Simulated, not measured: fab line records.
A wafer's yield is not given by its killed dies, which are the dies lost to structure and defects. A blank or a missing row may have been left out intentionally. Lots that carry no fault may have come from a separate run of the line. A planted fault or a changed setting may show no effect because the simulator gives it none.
What tool caused it? -- flow sky130 -- 11 lots with 33 wafers sampled at 5 steps, on a route of 708 steps

WHAT THE GAUGES SHOWED, per wafer
SKY_LDD_N_OVL_MEAS_07.
lot,measured,on,LDD_N_OVL (nm)
L224,day 19 13:31,overlay-01,0.2 -0.4 -0.3
L225,day 19 13:12,overlay-02,1.9 1.4 1.4
L226,day 19 18:45,overlay-01,1.9 1.3 -0.1
L227,day 20 04:49,overlay-01,0.9 -0.1 0.3
L228,day 20 21:33,overlay-01,0.0 -0.9 0.3
L229,day 21 03:12,overlay-01,1.0 2.2 2.9
L230,day 21 06:01,overlay-02,1.2 1.3 -0.3
L231,day 21 11:45,overlay-01,-0.1 0.9 0.9
L238,day 23 19:27,overlay-01,-1.5 -0.9 0.0
L240,day 24 15:54,overlay-02,-0.3 0.1 0.9
L244,day 26 11:49,overlay-02,0.8 1.6 0.3

SKY_LDD_HVN_TW_MEAS_10.
lot,measured,on,LDD_HVN_TW
L224,day 22 04:59,filmMetro-04,1405 1397 1405
L225,day 22 04:20,filmMetro-03,1428 1437 1436
L226,day 22 10:30,filmMetro-03,1432 1441 1433
L227,day 22 19:49,filmMetro-04,1404 1402 1406
L228,day 23 12:13,filmMetro-01,1448 1444 1443
L229,day 23 17:38,filmMetro-01,1433 1440 1443
L230,day 23 20:01,filmMetro-03,1438 1431 1433
L231,day 24 01:52,filmMetro-01,1428 1434 1439
L238,day 26 09:07,filmMetro-03,1228 1224 1220
L240,day 27 04:02,filmMetro-01,1228 1219 1227
L244,day 28 21:59,filmMetro-04,1397 1397 1402

WHAT TOOL EACH LOT RAN ON (gives the tool, then ch and the chambers of the sampled wafers, and finally the start)
lot,SKY_POLY_GATE_ETCH_16,SKY_POLY_GATE_STRIP_18,SKY_LDD_HVN_IMPLANT_08
L224,"rieDiel-03 ch 1,2,3, day 18 02:10","plasmaAsher-02 ch 0,1, day 18 02:20","implanter-04 ch 0, day 22 04:45"
L225,"rieDiel-02 ch 0,1, day 18 02:32","plasmaAsher-01 ch 0,1, day 18 02:41","implanter-03 ch 0, day 22 04:05"
L226,"rieDiel-02 ch 1,2,3, day 18 09:46","plasmaAsher-01 ch 0,1, day 18 09:58","implanter-03 ch 0, day 22 10:18"
L227,"rieDiel-02 ch 0,2,3, day 18 18:35","plasmaAsher-03 ch 0,1, day 18 18:46","implanter-03 ch 0, day 22 19:35"
L228,"rieDiel-02 ch 0,1, day 19 11:37","plasmaAsher-02 ch 0, day 19 11:47","implanter-02 ch 0, day 23 11:58"
L229,"rieDiel-04 ch 0,2,3, day 19 16:37","plasmaAsher-01 ch 0,1, day 19 16:47","implanter-03 ch 0, day 23 17:23"
L230,"rieDiel-03 ch 1,2,3, day 19 21:16","plasmaAsher-01 ch 0,1, day 19 21:28","implanter-02 ch 0, day 23 19:47"
L231,"rieDiel-03 ch 0,3, day 20 02:10","plasmaAsher-01 ch 0,1, day 20 02:20","implanter-03 ch 0, day 24 01:37"
L238,"rieDiel-04 ch 0,1,3, day 22 11:32","plasmaAsher-03 ch 0,1, day 22 11:41","implanter-03 ch 0, day 26 08:52"
L240,"rieDiel-02 ch 0,1,2, day 23 05:32","plasmaAsher-01 ch 0,1, day 23 05:41","implanter-03 ch 0, day 27 03:47"
L244,"rieDiel-02 ch 1,2,3, day 25 04:17","plasmaAsher-01 ch 0, day 25 04:26","implanter-02 ch 0, day 28 21:45"
- SKY_POLY_GATE_ETCH_16: etches Si3N4 in CH3F/O2, stops on poly-Si, time 147.5 s, target depth 75 nm.
- SKY_POLY_GATE_STRIP_18: strips in O2/N2.
- SKY_LDD_HVN_IMPLANT_08

WHAT THE TOOLS THEMSELVES READ (means of the sampled wafers that have a number; where no wafer has one, the mark that the record gives instead)
SKY_POLY_GATE_ETCH_16.
lot,tool,chamberPressureMTorr (mTorr),drypumpMotorCurrentA (A),oesProductAu (a.u.),throttleValvePct (%)
L224,rieDiel-03,24.998,6.0,0.641,10.534
L225,rieDiel-02,24.981,5.5,0.644,10.531
L226,rieDiel-02,24.981,5.7,0.635,10.531
L227,rieDiel-02,24.994,5.9,0.638,10.540
L228,rieDiel-02,25.003,5.5,0.638,10.532
L229,rieDiel-04,25.012,5.7,0.632,10.531
L230,rieDiel-03,24.988,6.0,0.638,10.541
L231,rieDiel-03,24.996,5.8,0.632,10.533
L238,rieDiel-04,24.986,5.7,0.642,10.526
L240,rieDiel-02,24.998,5.8,0.637,10.543
L244,rieDiel-02,24.986,5.7,0.641,10.532

SKY_POLY_GATE_STRIP_18.
lot,tool,chamberPressureMTorr (mTorr),drypumpMotorCurrentA (A),oesProductAu (a.u.),stripTimeToEndpointS (s)
L224,plasmaAsher-02,1499.4,5.5,0.355,3.14
L225,plasmaAsher-01,1498.6,6.2,0.356,3.16
L226,plasmaAsher-01,1499.5,6.0,0.363,3.15
L227,plasmaAsher-03,1499.5,5.5,0.369,3.18
L228,plasmaAsher-02,1499.7,5.5,0.361,3.16
L229,plasmaAsher-01,1500.3,6.0,0.360,3.20
L230,plasmaAsher-01,1501.6,6.0,0.357,3.15
L231,plasmaAsher-01,1499.4,6.1,0.362,3.20
L238,plasmaAsher-03,1498.9,5.5,0.361,3.11
L240,plasmaAsher-01,1501.3,6.0,0.364,3.20
L244,plasmaAsher-01,1499.3,5.8,0.363,3.16

SKY_LDD_HVN_IMPLANT_08.
lot,tool,doseIonsCm2,faradayCurrentUA
L224,implanter-04,3e+13,171
L225,implanter-03,3e+13,167
L226,implanter-03,3e+13,172
L227,implanter-03,3e+13,169
L228,implanter-02,3e+13,166
L229,implanter-03,3e+13,170
L230,implanter-02,3e+13,168
L231,implanter-03,3e+13,169
L238,implanter-03,2e+13,101
L240,implanter-03,2e+13,101
L244,implanter-02,3e+13,169

THE ANSWER, worked out from the rows above alone
Rule: the usual values come from the lots themselves. The widest of any qualifying gaps counts: lots, ordered by their means at a reading, are off when they make up no more than a third of the lots, leave a main group of 4 or more, and stand apart from it by 3 or more times the standard deviation of that group's means. A main group is skipped when, at the precision printed for the reading in the tables above, its means are all equal. Also off: a lot with no number at a reading for which 4 or more lots have one. Where the step has rows for the other lots, those lots are counted as sound. After the gauges, taken in route order, come the tools' own readings; for these a lot's mean is taken, as printed above. The first step at which some lot is off is used, and at that step the reading that is off furthest; a lot without a number counts as furthest.
Off: L238, L240, at SKY_LDD_HVN_TW_MEAS_10 (LDD_HVN_TW). Main group: mean 1425, sd 17.
A tool fits if, at a process step before that reading, it ran every lot that is off, and no sound lot after the first of them. Not tried: the gauges at SKY_LDD_HVN_TW_MEAS_10; whatever is off there is also off at SKY_LDD_HVN_IMPLANT_08, on other tools, and gauge error can't account for it. One fits: implanter-03 at SKY_LDD_HVN_IMPLANT_08. Its last sound lot is L231 (day 24 01:37), its first lot that is off L238 (day 26 08:52): a fault that began between those two fits.
The tool's own readings at SKY_LDD_HVN_IMPLANT_08 bear it out: on the lots that are off they differ by more than 5 times the standard deviation of the sound lots' means. doseIonsCm2 reads 2e+13 there against 3e+13 on the sound lots; faradayCurrentUA reads 101 there against 169 on the sound lots.

WHAT THE SIMULATOR HAD PUT IN
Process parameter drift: implanter-03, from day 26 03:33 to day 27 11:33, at SKY_LDD_HVN_IMPLANT_08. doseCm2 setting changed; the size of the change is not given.
Struck lots among those shown: L238, L240. This agrees with what the rule above found.
